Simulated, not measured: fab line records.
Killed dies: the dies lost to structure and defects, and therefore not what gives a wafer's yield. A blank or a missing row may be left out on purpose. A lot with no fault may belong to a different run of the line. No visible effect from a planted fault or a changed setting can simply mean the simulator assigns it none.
A struck lot beside a sound one | flow sky130 | 14 steps out of a route of 708
Sound: the wafers L969.4, L969.5, L969.6. Wafers L980.2, L980.3, L980.6 were the ones struck. The cause is named last.
Per side, at each step with rows, come the tool, then ch with its chambers, and then its first start. Under that, the readings that differ: sound wafers | struck wafers | difference of the means | sigmas: that difference in standard deviations of wafers without a fault.
alike: same words and numbers on both sides, and readings whose means sit less than 2 such deviations apart. not compared: any withheld reading, any reading some wafer has no value for, any bound like >300 that may hide the same value, and any number with overlapping values for which the record gives no deviation.
A row with sigmas, a row that says differs or no value, or rows on one side alone: a step with any of these is where the two part. Numbers that have no deviation but don't overlap get no sigmas and don't part them. Lack of a reading on every wafer of one side parts them only where that side has two or more wafers.

first, 1 step without rows for these wafers: SKY_POLY_CUT_DEVELOP_07 (develop time 60 s).
SKY_POLY_CUT_CD_MEAS_08 targets a cd of 270 nm.
  struck on cd-sem-02, day 29 03:41; sound on cd-sem-02, day 25 18:44
  reading    | sound             | struck            | difference | sigmas
  cd-nm (nm) | 268.1 269.1 270.3 | 273.4 272.8 273.6 | +4.1       | +3
SKY_POLY_CUT_OVL_MEAS_09:
  struck on overlay-02, day 29 03:48; sound on overlay-01, day 25 18:49
  alike: POLY_CUT_OVL
SKY_POLY_CUT_ETCH_10: etches BARC in N2/H2, stops on SiO2, time 45.9 s, target depth 60 nm.
  sound on rie-diel-03 ch 1,2, day 25 18:51; struck on rie-diel-01 ch 0,1,2, day 29 03:50
  alike: bias-w, drypump-motor-current-A, oes-product-au, throttle-valve-pct
  not compared: rf-hours-counter-h
SKY_POLY_CUT_ETCH_11: etches Si3N4 in CF4/CH2F2/Ar, stops on poly-Si, time 42.5 s, target depth 60 nm.
  sound on rie-diel-03 ch 1,2, day 25 18:55; struck on rie-diel-01 ch 0,1,2, day 29 03:52
  reading               | sound             | struck            | difference | sigmas
  oes-product-au (a.u.) | 0.834 0.837 0.828 | 0.802 0.821 0.819 | -0.019     | -3
  alike: bias-w, drypump-motor-current-A, throttle-valve-pct
  not compared: rf-hours-counter-h
SKY_POLY_CUT_STRIP_12: strips in O2/N2.
  sound on plasma-asher-04 ch 0,1, day 25 18:59; struck on plasma-asher-04 ch 0,1, day 29 03:55
  alike: drypump-motor-current-A, o2-flow-sccm, oes-product-au, strip-time-to-endpoint-s
  not compared: rf-hours-counter-h
then, 6 steps without rows for these wafers: SKY_SD_P_DEHYDRATE_00 (time 60 s); SKY_SD_P_HMDS_01 (prime time 60 s); SKY_SD_P_COAT_02 (resist thk 1140 nm); SKY_SD_P_SOFTBAKE_03 (time 60 s); SKY_SD_P_EXPOSE_04 (exposes mask PSDM, target cd 380 nm); SKY_SD_P_PEB_05.
SKY_SD_P_DEVELOP_06: develop time 60 s.
  sound on litho-track-03 ch 0, day 26 23:35; struck on litho-track-03, day 30 07:23
  no value came back on the struck wafers for chill-plate-temp-C (C), develop-time-s (s); on the sound wafers chill-plate-temp-C (C) reads 22.99 23.05 23.00
SKY_SD_P_CD_MEAS_07 targets a cd of 380 nm.
  struck on cd-sem-02, day 30 07:32; sound on cd-sem-02, day 26 23:44
  reading    | sound             | struck | difference                    | sigmas
  cd-nm (nm) | 379.8 376.3 380.0 | - - -  | no value on the struck wafers |

WHERE THEY PART
First at SKY_POLY_CUT_CD_MEAS_08; last, within this record, at SKY_SD_P_CD_MEAS_07.

WHY: what had been put in by the simulator
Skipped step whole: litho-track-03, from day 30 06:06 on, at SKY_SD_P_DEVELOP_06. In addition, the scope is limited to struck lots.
